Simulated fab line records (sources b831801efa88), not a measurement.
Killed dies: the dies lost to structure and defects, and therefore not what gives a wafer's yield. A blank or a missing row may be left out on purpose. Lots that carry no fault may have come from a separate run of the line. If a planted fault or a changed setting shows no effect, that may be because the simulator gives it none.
A struck lot beside a sound one | flow sky130 | 31 steps out of a route of 708
Sound: these wafers, L422.3, L422.4, L422.5. The struck wafers were L424.2, L424.3, L424.5. At the end, the cause is stated.
Each step with rows lists, per side, the tool, then ch with its chambers, then its first start. Under that, the readings that differ: sound wafers | struck wafers | difference of the means | sigmas: that difference in standard deviations of wafers without a fault.
alike: readings with means less than 2 such deviations apart, plus words and numbers identical on both sides. not compared: withheld readings, readings lacking a value on some wafer, bounds such as >300 that could conceal the same value, and numbers that have no deviation in the record and whose values overlap.
Wherever a step has rows on one side only, a row that says differs or no value, or a row with sigmas, the two part there. Non-overlapping numbers with no deviation appear without sigmas and do not part them. Lack of a reading on every wafer of one side parts them only where that side has two or more wafers.

SKY_PWDE_OVL_MEAS_07:
  sound on overlay-02 at day 5 14:27; struck on overlay-01 at day 6 05:06
  alike: PWDE_OVL
after that, 1 step had no rows for these wafers: SKY_PWDE_IMPLANT_08.
SKY_PWDE_STRIP_09: strips in O2/N2.
  sound on plasma_asher-02 ch 0,1, day 5 14:40; struck on plasma_asher-03 ch 0,1, day 6 05:17
  reading                     | sound       | struck      | difference | sigmas
  drypump_motor_current_A (A) | 6.1 5.8 6.1 | 4.9 4.8 5.7 | -0.9       | -2
  alike: chamber_pressure_mTorr, oes_product_au, strip_time_to_endpoint_s
  not compared: rf_hours_counter_h
SKY_PWDE_TW_MEAS_10:
  sound on film_metro-02 at day 5 14:45; struck on film_metro-02 at day 6 05:23
  reading | sound             | struck            | difference | sigmas
  PWDE_TW | 379.5 380.2 381.7 | 376.6 375.4 373.8 | -5.2       | -2
then, 7 steps without rows for these wafers: SKY_NWELL_DEHYDRATE_03 (time 60 s); SKY_NWELL_HMDS_04 (prime time 60 s); SKY_NWELL_COAT_05 (resist thk 3000 nm); SKY_NWELL_SOFTBAKE_06; SKY_NWELL_EXPOSE_07 (exposes mask NWM, target cd 840 nm); SKY_NWELL_PEB_08; SKY_NWELL_DEVELOP_09 (develop time 60 s).
SKY_NWELL_OVL_MEAS_10:
  sound on overlay-02 at day 6 09:13; struck on overlay-01 at day 6 23:54
  reading           | sound          | struck       | difference | sigmas
  NWELL_00_OVL (nm) | -2.9 -4.1 -2.1 | 0.3 0.6 -0.1 | +3.3       | +2
SKY_NWELL_IMPLANT_11:
  sound on implanter-01 ch 0, day 6 09:17; struck on implanter-01 ch 0, day 6 23:58
  reading       | sound                            | struck                          | difference  | sigmas
  dose_ions_cm2 | 1.9016e+13 1.9006e+13 1.9001e+13 | 1.8691e+13 1.8711e+13 1.871e+13 | -3.0367e+11 | -17
then, 2 steps without rows for these wafers: SKY_NWELL_IMPLANT_12; SKY_NWELL_IMPLANT_13.
SKY_NWELL_STRIP_14: strips in O2/N2.
  sound on plasma_asher-03 ch 0,1, day 6 09:43; struck on plasma_asher-01 ch 0,1, day 7 00:23
  alike: chamber_pressure_mTorr, drypump_motor_current_A, oes_product_au, strip_time_to_endpoint_s
  not compared: rf_hours_counter_h
SKY_NWELL_TW_MEAS_15:
  sound on film_metro-01 at day 6 09:49; struck on film_metro-02 at day 7 00:29
  alike: NWELL_TW
then, 7 steps without rows for these wafers: SKY_NWELL_DEHYDRATE_16 (time 60 s); SKY_NWELL_HMDS_17 (prime time 60 s); SKY_NWELL_COAT_18 (resist thk 3000 nm); SKY_NWELL_SOFTBAKE_19; SKY_NWELL_EXPOSE_20 (exposes mask NWM COMPLEMENT, target cd 840 nm); SKY_NWELL_PEB_21; SKY_NWELL_DEVELOP_22 (develop time 60 s).
SKY_NWELL_OVL_MEAS_23:
  sound on overlay-02 at day 7 05:16; struck on overlay-01 at day 7 19:51
  alike: NWELL_01_OVL
after that, 1 step had no rows for these wafers: SKY_NWELL_IMPLANT_24.
SKY_NWELL_STRIP_25: strips in O2/N2.
  sound on plasma_asher-03 ch 0,1, day 7 05:28; struck on plasma_asher-01 ch 0,1, day 7 20:02
  alike: chamber_pressure_mTorr, drypump_motor_current_A, oes_product_au, strip_time_to_endpoint_s
  not compared: rf_hours_counter_h
SKY_NWELL_TW_MEAS_26:
  sound on film_metro-03 at day 7 05:34; struck on film_metro-01 at day 7 20:08
  alike: NWELL_2_TW
then, 1 step without rows for these wafers: SKY_NWELL_CLEAN_27 (cleans in SC1/SC2, time 150 s).
SKY_NWELL_RTA_28: time 30 s.
  sound on rtp_anneal-01 ch 0, day 7 05:41; struck on rtp_anneal-01 ch 0, day 7 20:17
  alike: lamp_power_pct, wafer_temp_C_max
SKY_NWELL_RS_MEAS_29: a four-point-probe measurement.
  sound on film_metro-01 at day 7 05:47; struck on film_metro-03 at day 7 20:44
  reading           | sound             | struck            | difference | sigmas
  NWELL_RS (ohm/sq) | 622.8 624.2 623.7 | 630.2 630.7 630.2 | +6.8       | +5
  not compared: hold

## WHERE THEY PART
Earliest at SKY_PWDE_STRIP_09; latest, in this record, at SKY_NWELL_RS_MEAS_29.

WHY: the cause the simulator had injected
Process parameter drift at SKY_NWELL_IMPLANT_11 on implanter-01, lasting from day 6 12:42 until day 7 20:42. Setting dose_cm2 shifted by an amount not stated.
